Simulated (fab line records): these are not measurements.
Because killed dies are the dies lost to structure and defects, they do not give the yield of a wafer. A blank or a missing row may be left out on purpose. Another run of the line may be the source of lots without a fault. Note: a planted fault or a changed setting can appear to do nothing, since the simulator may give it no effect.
fab line records	flow sky130
[record] lots = 12	wafers = 36	last-day = 49
route steps=708 shown METAL1@436 VIA1@478 METAL2@486 PAD_OPEN@708
lots that met no fault: taken from a fault-free run of the same line
start-h: the number of hours between the record's first day and the start of the first shown wafer of the lot	wait-h: hours since the lot's step before	" identical to the entry in the row above	L1.1+2: a single row standing in for several wafers	- either no value or no given start	* or withheld: withheld	< > ~ a bound
route shown NAME@n: NAME is a module with steps in the file, n the number in the route of the first one	usual: mean and standard deviation over wafers with no fault	same: alike in all rows	chamber/n: place in a boat	sites: each site's reading	_std_site: how widely they spread, as a standard deviation	_edge_site: inner sites' mean taken away from outer sites' mean	radius-mm: for every site, how far away it sits from the centre of the wafer	mask NAME#n: copy n	behind: the tool/chamber that last shaped the wafer	hold: why the lot went on hold/how many hours it stayed there/how the hold came to an end	device: names the non-switching transistor (n, p or np)	end of line: the tests these same wafers got at the end of their route	a step given without rows: its recipe and nothing more	killed: count of dies lost to structure and defects at first sort (not the wafer's yield)	map: shows each die of a wafer: x if killed, . if not, _ if none is there
set.NAME: the setting the step ran with; set.NAME@STEP: the setting that earlier step ran with	model.NAME: the simulator's own value behind a step, which no gauge read
the route's steps for a sample of lots (tables are steps, rows are wafers)
services: a tool's chamber out of use, with start hour (start-h, from the record's first day; less than 0 if before it), hours out, and reason
[[steps]]
[step SKY_METAL1_SPUTTER_02]
[recipe] material = AlCu	target-thk-nm = 250	power-w = 10600	time-s = 13.3	chamber-pressure-pa = 0.4
[usual] chamber-pressure-pa = 0.4000/0.00083	throttle-valve-pct = 29.9/0.84
lot.wafer	tool	chamber	start-h	wait-h	chamber-pressure-pa	throttle-valve-pct
L577.1	pvd-sputter-03	-	742.36	0.0	0.3995	29.5
L577.2	"	-	"	"	0.4007	29.7
L577.5	"	-	"	"	0.4012	31.0
L580.2	pvd-sputter-03	-	779.27	0.0	0.3996	29.8
L580.3	"	-	"	"	0.3994	29.6
L580.5	"	-	"	"	0.4000	29.3
L583.3	pvd-sputter-03	-	794.43	0.0	0.3984	29.2
L583.4	"	-	"	"	0.3996	30.9
L583.5	"	-	"	"	0.3991	29.7
L584.3	pvd-sputter-02	-	805.29	0.0	0.3997	30.3
L584.4	"	-	"	"	0.4004	30.4
L584.6	"	-	"	"	0.4005	30.3
L585.2	pvd-sputter-03	-	811.84	0.0	0.3989	30.7
L585.3	"	-	"	"	0.3992	29.9
L585.5	"	-	"	"	0.3998	29.7
L586.1	pvd-sputter-01	-	827.02	0.0	0.3991	28.9
L586.5	"	-	"	"	0.3997	28.7
L586.6	"	-	"	"	0.3994	29.0
L587.1	pvd-sputter-02	-	835.37	0.0	0.3993	30.3
L587.3	"	-	"	"	0.4001	31.1
L587.5	"	-	"	"	0.4008	30.1
L588.1	pvd-sputter-03	-	839.44	0.0	0.3995	29.0
L588.4	"	-	"	"	0.4016	29.5
L588.6	"	-	"	"	0.3988	29.9
L589.1	pvd-sputter-01	-	842.25	0.0	0.4010	28.4
L589.3	"	-	"	"	0.4008	29.2
L589.5	"	-	"	"	0.3990	28.8
L592.2	pvd-sputter-02	-	870.37	0.0	0.3999	30.6
L592.5	"	-	"	"	0.3991	30.8
L592.6	"	-	"	"	0.4009	30.2
L593.1	pvd-sputter-01	-	873.86	0.0	0.3998	28.3
L593.4	"	-	"	"	0.3999	31.1
L593.5	"	-	"	"	0.4012	29.1
L594.2	pvd-sputter-02	-	876.50	0.0	0.4000	30.3
L594.4	"	-	"	"	0.4002	30.8
L594.6	"	-	"	"	0.3993	30.3
[step SKY_VIA1_SPUTTER_20]
[recipe] material = TiN	target-thk-nm = 20	chamber-pressure-pa = 5	power-w = 4000	time-s = 80
[usual] chamber-pressure-pa = 5.000/0.0093	throttle-valve-pct = 29.7/0.9
lot.wafer	tool	chamber	start-h	wait-h	chamber-pressure-pa	throttle-valve-pct
L577.1	pvd-sputter-04	-	801.24	0.0	5.013	28.9
L577.2	"	-	"	"	5.020	29.4
L577.5	"	-	"	"	5.003	29.6
L580.2	pvd-sputter-01	-	835.40	0.0	4.983	28.9
L580.3	"	-	"	"	5.011	30.9
L580.5	"	-	"	"	4.990	28.9
L583.3	pvd-sputter-01	-	850.36	0.0	4.991	30.9
L583.4	"	-	"	"	4.990	28.4
L583.5	"	-	"	"	4.991	30.8
L584.3	pvd-sputter-01	-	862.85	0.0	4.988	28.8
L584.4	"	-	"	"	4.992	28.3
L584.6	"	-	"	"	5.007	30.6
L585.2	pvd-sputter-01	-	867.94	0.0	5.007	29.0
L585.3	"	-	"	"	4.985	28.4
L585.5	"	-	"	"	4.986	28.3
L586.1	pvd-sputter-02	-	881.90	0.0	5.004	30.4
L586.5	"	-	"	"	5.002	30.5
L586.6	"	-	"	"	4.987	30.2
L587.1	pvd-sputter-02	-	889.12	0.0	5.008	30.2
L587.3	"	-	"	"	4.994	30.8
L587.5	"	-	"	"	4.998	30.8
L588.1	pvd-sputter-02	-	893.14	0.0	4.998	30.9
L588.4	"	-	"	"	4.992	30.7
L588.6	"	-	"	"	5.002	31.1
L589.1	pvd-sputter-02	-	894.56	0.0	5.000	30.4
L589.3	"	-	"	"	5.011	30.3
L589.5	"	-	"	"	4.998	31.0
L592.2	pvd-sputter-02	-	923.19	0.0	5.011	30.4
L592.5	"	-	"	"	4.991	31.1
L592.6	"	-	"	"	4.995	30.5
L593.1	pvd-sputter-01	-	927.27	0.0	5.002	28.5
L593.4	"	-	"	"	4.993	28.9
L593.5	"	-	"	"	5.012	28.3
L594.2	pvd-sputter-04	-	929.76	0.0	4.996	29.6
L594.4	"	-	"	"	4.997	29.2
L594.6	"	-	"	"	4.987	29.2
[step SKY_VIA1_THK_MEAS_23]
[recipe] thk-meas-gauge = xrf	reads = W_of_VIA1_CVD_21
[usual] VIA1_W_THK = 267/5.3
lot.wafer	tool	chamber	start-h	wait-h	VIA1_W_THK[nm]
L577.1	film-metro-01	-	801.51	0.1	263
L577.2	"	-	"	"	260
L577.5	"	-	"	"	262
L580.2	film-metro-03	-	835.68	0.1	272
L580.3	"	-	"	"	261
L580.5	"	-	"	"	262
L583.3	film-metro-04	-	850.74	0.1	276
L583.4	"	-	"	"	276
L583.5	"	-	"	"	274
L584.3	film-metro-04	-	863.14	0.1	274
L584.4	"	-	"	"	277
L584.6	"	-	"	"	274
L585.2	film-metro-03	-	868.22	0.1	267
L585.3	"	-	"	"	266
L585.5	"	-	"	"	265
L586.1	film-metro-01	-	882.17	0.1	263
L586.5	"	-	"	"	264
L586.6	"	-	"	"	265
L587.1	film-metro-03	-	889.39	0.1	263
L587.3	"	-	"	"	269
L587.5	"	-	"	"	267
L588.1	film-metro-01	-	893.42	0.1	261
L588.4	"	-	"	"	261
L588.6	"	-	"	"	259
L589.1	film-metro-04	-	894.84	0.1	262
L589.3	"	-	"	"	263
L589.5	"	-	"	"	265
L592.2	film-metro-04	-	923.47	0.1	275
L592.5	"	-	"	"	279
L592.6	"	-	"	"	266
L593.1	film-metro-03	-	927.54	0.1	261
L593.4	"	-	"	"	263
L593.5	"	-	"	"	260
L594.2	film-metro-03	-	930.04	0.1	261
L594.4	"	-	"	"	262
L594.6	"	-	"	"	263
[step SKY_METAL2_SPUTTER_03]
[recipe] material = Ti	target-thk-nm = 5	power-w = 3000	time-s = 3.3	chamber-pressure-pa = 0.4
[usual] chamber-pressure-pa = 0.4000/0.00077	throttle-valve-pct = 29.8/0.61
lot.wafer	tool	chamber	start-h	wait-h	chamber-pressure-pa	throttle-valve-pct
L577.1	pvd-sputter-03	-	801.94	0.0	0.3995	29.8
L577.2	"	-	"	"	0.4000	29.2
L577.5	"	-	"	"	0.3984	29.8
L580.2	pvd-sputter-03	-	836.11	0.0	0.3996	31.0
L580.3	"	-	"	"	0.3998	29.9
L580.5	"	-	"	"	0.4004	29.4
L583.3	pvd-sputter-03	-	851.17	0.0	0.3998	29.5
L583.4	"	-	"	"	0.4004	29.5
L583.5	"	-	"	"	0.4002	30.7
L584.3	pvd-sputter-03	-	863.55	0.0	0.3993	31.0
L584.4	"	-	"	"	0.4011	30.0
L584.6	"	-	"	"	0.4006	29.0
L585.2	pvd-sputter-04	-	868.67	0.0	0.4000	29.3
L585.3	"	-	"	"	0.3985	29.5
L585.5	"	-	"	"	0.3998	29.4
L586.1	pvd-sputter-04	-	882.60	0.0	0.4008	29.4
L586.5	"	-	"	"	0.4002	29.6
L586.6	"	-	"	"	0.3995	29.3
L587.1	pvd-sputter-04	-	889.85	0.0	0.4006	28.9
L587.3	"	-	"	"	0.4007	29.5
L587.5	"	-	"	"	0.4000	29.3
L588.1	pvd-sputter-04	-	893.85	0.0	0.3992	29.5
L588.4	"	-	"	"	0.3988	29.2
L588.6	"	-	"	"	0.3998	29.6
L589.1	pvd-sputter-04	-	895.27	0.0	0.3999	28.8
L589.3	"	-	"	"	0.4009	29.4
L589.5	"	-	"	"	0.4005	29.2
L592.2	pvd-sputter-03	-	923.90	0.0	0.4221	29.0
L592.5	"	-	"	"	0.4002	29.0
L592.6	"	-	"	"	0.4006	31.1
L593.1	pvd-sputter-03	-	927.97	0.0	0.4003	29.8
L593.4	"	-	"	"	0.4195	29.0
L593.5	"	-	"	"	0.3988	29.1
L594.2	pvd-sputter-04	-	930.46	0.0	0.3995	29.2
L594.4	"	-	"	"	0.3999	29.3
L594.6	"	-	"	"	0.4017	29.8
[step SKY_PAD_OPEN_PROBE_99]
[usual] defect-limited-yield = 82.4/1.9	killed_at_M0_to_M3 = 43/7.5	killed_at_M4_up = 3.2/1.9	killed-at-contacts = 24/4.9	killed-at-front-end = 15/4.3	killed-at-other = 0.4/0.72	killed-dies = 86/9.1	killed-open = 47/6.5	killed-short = 39/6.5	sort_bin_3_pad_short = 0.9/0.43	sort_bin_5_function = 10.4/1.3	sort_bin_6_memory = 6.3/1.2	sort-n-pass = 406/9.1	sort-yield-pct = 82.4/1.9
[same] gross-dies = 492	killed-at-back-side = 0	sort_bin_4_leakage[%] = 0	sort_bin_8_speed[%] = 0
lot.wafer	tool	chamber	start-h	wait-h	defect-limited-yield[%]	killed_at_M0_to_M3	killed_at_M4_up	killed-at-contacts	killed-at-front-end	killed-at-other	killed-dies	killed-open	killed-short	sort_bin_3_pad_short[%]	sort_bin_5_function[%]	sort_bin_6_memory[%]	sort-n-pass	sort-yield-pct[%]
L588.4	prober-01	-	1155.71	0.2	84.6	45	2	18	11	0	76	45	30	0.6	10.2	4.7	416	84.6
L592.2	prober-02	-	1174.72	0.1	82.9	45	3	19	17	0	84	55	29	0.2	11.0	5.9	408	82.9
// killed by level:class
L588.4 VIA1:geometric-particle:open=11 VIA2:geometric-particle:open=8 LI_CONTACT:geometric-particle:open=6 VIA3:geometric-particle:open=5 FIELD_ISO:geometric-particle:short=4 METAL1:geometric-particle:short=4 VIA2:geometric-particle:short=4 LOCAL_INTERCONNECT:geometric-particle:short=3
L592.2 VIA1:geometric-particle:open=16 LI_CONTACT:geometric-particle:open=8 VIA3:geometric-particle:open=7 CONTACT:geometric-particle:open=6 POLY_GATE:geometric-particle:short=4 METAL1:geometric-particle:short=4 FIELD_ISO:geometric-particle:short=3 FIELD_ISO:geometric-particle:open=3
[[services]]
tool	chamber	start-h	hours	kind
pvd-sputter-03	-	763.70	1.2	repair
pvd-sputter-04	-	765.26	1.8	repair
pvd-sputter-04	-	835.57	3.9	repair
pvd-sputter-04	-	871.07	0.6	repair
pvd-sputter-04	-	878.24	1.3	repair
[[key]]
[first-sign] step = SKY_METAL2_SPUTTER_03	reading = chamber-pressure-pa	direction = up	sigmas = 27	usual = 0.4000	struck = 0.4208
effect none on later readings
met-at SKY_METAL2_SPUTTER_03
struck-lots L592,L593
struck-wafers L592.2,L593.4
not-acting-at SKY_METAL1_SPUTTER_02,SKY_VIA1_SPUTTER_20,SKY_VIA1_THK_MEAS_23
onset-between 863.55 923.90
[fault] kind = process-parameter-drift	tool = pvd-sputter-03	chamber = -	onset-h = 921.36	steps = SKY_METAL2_SPUTTER_03	channel = chamber-pressure-pa	offset = 0.021173	shape = step	end-h = 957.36	acts-in = these-recipes-only	stated = 0.4	scope = struck-wafers-only
